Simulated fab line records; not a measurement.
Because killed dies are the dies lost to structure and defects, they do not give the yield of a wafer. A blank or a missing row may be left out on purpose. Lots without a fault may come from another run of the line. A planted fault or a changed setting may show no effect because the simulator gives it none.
Matching of chambers || flow sky130 || 3 sister chambers for SKY_CAPM_CVD_00 on pecvd-03
The step deposits SiO2, target thk 15.5 nm. 6 wafers are shown with their chamber, then 10 later ones without.

WAFERS, EACH WITH ITS CHAMBER
{"wafer": "L078.4", "chamber": 1, "heater power w (W)": 834}
{"wafer": "L081.5", "chamber": 0, "heater power w (W)": 698}
{"wafer": "L083.1", "chamber": 1, "heater power w (W)": 744}
{"wafer": "L083.4", "chamber": 2, "heater power w (W)": 637}
{"wafer": "L085.1", "chamber": 2, "heater power w (W)": 615}
{"wafer": "L085.2", "chamber": 0, "heater power w (W)": 600}

WAFERS MISSING THEIR CHAMBER
{"wafer": "L085.3", "heater power w (W)": 800}
{"wafer": "L086.2", "heater power w (W)": 764}
{"wafer": "L086.4", "heater power w (W)": 651}
{"wafer": "L086.6", "heater power w (W)": 646}
{"wafer": "L090.1", "heater power w (W)": 560}
{"wafer": "L090.4", "heater power w (W)": 578}
{"wafer": "L090.6", "heater power w (W)": 685}
{"wafer": "L094.1", "heater power w (W)": 825}
{"wafer": "L094.2", "heater power w (W)": 677}
{"wafer": "L094.3", "heater power w (W)": 632}

CHAMBER TAKEN BY EACH
{"wafer": "L085.3", "from the rows above": 1, "in truth": 1}
{"wafer": "L086.2", "from the rows above": "can't be placed: 1 or 0", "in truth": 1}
{"wafer": "L086.4", "from the rows above": "can't be placed: 0 or 2", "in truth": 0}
{"wafer": "L086.6", "from the rows above": "can't be placed: 0 or 2", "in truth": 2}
{"wafer": "L090.1", "from the rows above": "can't be placed: 2 or 0", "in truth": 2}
{"wafer": "L090.4", "from the rows above": "can't be placed: 2 or 0", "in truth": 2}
{"wafer": "L090.6", "from the rows above": "can't be placed: 0 or 2 or 1", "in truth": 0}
{"wafer": "L094.1", "from the rows above": 1, "in truth": 1}
{"wafer": "L094.2", "from the rows above": "can't be placed: 0 or 2 or 1", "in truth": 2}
{"wafer": "L094.3", "from the rows above": "can't be placed: 2 or 0", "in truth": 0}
Placed correctly: 2 of 10. These rows do not allow placing 8 (true chamber among the candidates in 8). Placed wrongly: 0.
How it was worked out, from the rows above alone: a wafer's distance from a chamber is the root of the sum, over the readings, of the square of ((its reading less the chamber's mean) divided by the reading's scatter). If the next closest chamber is less than 2 further off than the closest, the wafer can't be placed; otherwise it belongs to the closest. For every chamber, the mean is computed from those of its wafers that are shown. The scatter is the square root of a quotient: the sum, over the shown wafers, of each reading's squared deviation from its chamber's mean, divided by wafers minus chambers.
